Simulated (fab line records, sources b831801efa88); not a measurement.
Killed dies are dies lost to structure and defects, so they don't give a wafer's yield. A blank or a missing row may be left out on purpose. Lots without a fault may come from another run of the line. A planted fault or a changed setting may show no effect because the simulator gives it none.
One fault seen from 2 desks | flow sky130 | each desk has only its own numbers; what lay behind them comes last

THE TOOL OWNER'S DESK: litho_track-04
The tool's own readings at SKY_LDD_P_COAT_02 (resist thk 1140 nm): means of the sampled wafers that have a number, for each lot that ran on this tool. A lot is out of limits, marked OUT, if its mean lies more than 4 standard deviations from the usual mean; the brackets give that distance.
Columns: A = resist_line_temp_C at SKY_LDD_P_COAT_02, usual 23.00 C
lot  | first seen here | A
L644 | day 20 09:56    | 22.91
L650 | day 21 21:08    | 23.10
L651 | day 22 06:32    | 23.05
L658 | day 25 10:08    | 22.83
This desk's finding: nothing out of limits on any of the 4 lots.

THE METROLOGY DESK
What the gauges read, lot by lot, whatever tool the lot ran on: means of the sampled wafers that have a number. A lot is out of limits, marked OUT, if its mean lies more than 4 standard deviations from the usual mean; the brackets give that distance.
Columns: A = SONOS_ONO_CVD_02_THK at SKY_SONOS_ONO_THK_MEAS_03, usual 10.51 nm; B = GATE_OXIDE_OVL at SKY_GATE_OXIDE_OVL_MEAS_10, usual 0.5 nm; C = cd_nm at SKY_LDD_P_CD_MEAS_07, usual 379.6 nm
lot  | first seen here | A     | B    | C
L640 | day 11 11:20    | 10.29 | -0.4 | 376.7
L642 | day 12 09:08    | 10.47 | -0.6 | 375.4
L644 | day 12 18:04    | 10.71 | -0.9 | 381.7
L646 | day 13 13:22    | 10.57 | 1.8  | 376.5
L647 | day 13 17:41    | 10.56 | 1.5  | 381.1
L648 | day 14 00:04    | 10.42 | 0.8  | 379.4
L650 | day 14 17:49    | 10.64 | 0.8  | 376.4
L651 | day 15 00:01    | 10.68 | 0.4  | 376.4
L658 | day 17 17:29    | 10.60 | -0.9 | 375.6
L661 | day 18 12:30    | 10.39 | 0.1  | 383.5
L662 | day 18 19:11    | 10.60 | 1.7  | 379.0
This desk's finding: nothing out of limits on any of the 11 lots.

PUT TOGETHER
The tool owner's desk saw nothing out of limits.
The metrology desk saw nothing out of limits.

WHAT THE SIMULATOR HAD PUT IN
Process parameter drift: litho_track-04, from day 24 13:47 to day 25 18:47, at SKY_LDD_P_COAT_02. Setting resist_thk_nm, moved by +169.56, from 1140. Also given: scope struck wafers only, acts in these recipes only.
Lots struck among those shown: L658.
